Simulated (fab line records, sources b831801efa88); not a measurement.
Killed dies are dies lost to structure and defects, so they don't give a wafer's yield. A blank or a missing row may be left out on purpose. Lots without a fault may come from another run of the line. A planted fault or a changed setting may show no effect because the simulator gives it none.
Chamber matching | flow gf180mcu | GF_V2_CVD_02 on pecvd-02: 3 sister chambers
The step deposits SiO2 from TEOS, target thk 850 nm, time 94.851 s. 18 wafers are shown with their chamber, then 9 later ones without.

WAFERS WITH THEIR CHAMBER
wafer  | chamber | heater_power_w (W) | susceptor_temp_C (C)
L074.2 | 2       | 514                | 400.35
L074.4 | 0       | 650                | 400.18
L074.6 | 2       | 538                | 399.97
L076.1 | 0       | 655                | 399.93
L076.4 | 0       | 701                | 399.90
L076.5 | 1       | 637                | 399.98
L080.3 | 2       | 488                | 399.98
L080.4 | 0       | 566                | 400.10
L080.6 | 1       | 515                | 399.94
L086.1 | 1       | 530                | 400.14
L086.2 | 2       | 555                | 399.43
L086.4 | 0       | 694                | 399.59
L088.1 | 0       | 599                | 399.59
L088.3 | 1       | 564                | 399.55
L088.4 | 1       | 604                | 399.71
L090.3 | 1       | 528                | 400.16
L090.4 | 2       | 593                | 399.81
L090.6 | 1       | 590                | 399.88

SIGNATURES (means of the wafers above)
reading          | chamber 0 | chamber 1 | chamber 2 | scatter within a chamber
heater_power_w   | 644.17    | 566.86    | 537.60    | 46.8
susceptor_temp_C | 399.8817  | 399.9086  | 399.9080  | 0.264
Rule: a wafer's distance from a chamber is the root of the sum, over the readings, of the square of ((its reading less the chamber's mean) divided by the reading's scatter). The wafer belongs to the nearest chamber; if the next one is less than 2 further off, it can't be placed. The scatter: the root of (the sum of the squares of (reading less its chamber's mean) over the shown wafers, divided by (wafers less chambers)).

WAFERS WITHOUT THEIR CHAMBER
wafer  | heater_power_w (W) | susceptor_temp_C (C)
L091.2 | 531                | 400.35
L091.4 | 450                | 400.16
L091.6 | 656                | 400.17
L094.1 | 537                | 399.83
L094.3 | 566                | 399.87
L094.6 | 635                | 400.00
L096.3 | 514                | 399.83
L096.5 | 563                | 400.49
L096.6 | 575                | 400.00

WHICH CHAMBER EACH WENT THROUGH
wafer  | from the rows above          | in truth
L091.2 | can't be placed: 2 or 1 or 0 | 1
L091.4 | can't be placed: 2 or 1      | 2
L091.6 | can't be placed: 0 or 1 or 2 | 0
L094.1 | can't be placed: 2 or 1      | 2
L094.3 | can't be placed: 1 or 2 or 0 | 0
L094.6 | can't be placed: 0 or 1 or 2 | 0
L096.3 | can't be placed: 2 or 1      | 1
L096.5 | can't be placed: 1 or 2 or 0 | 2
L096.6 | can't be placed: 1 or 2 or 0 | 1
Placed correctly: 0 of 9. Can't be placed from these rows: 9 (the true chamber is among the candidates in 9). Placed wrongly: 0.
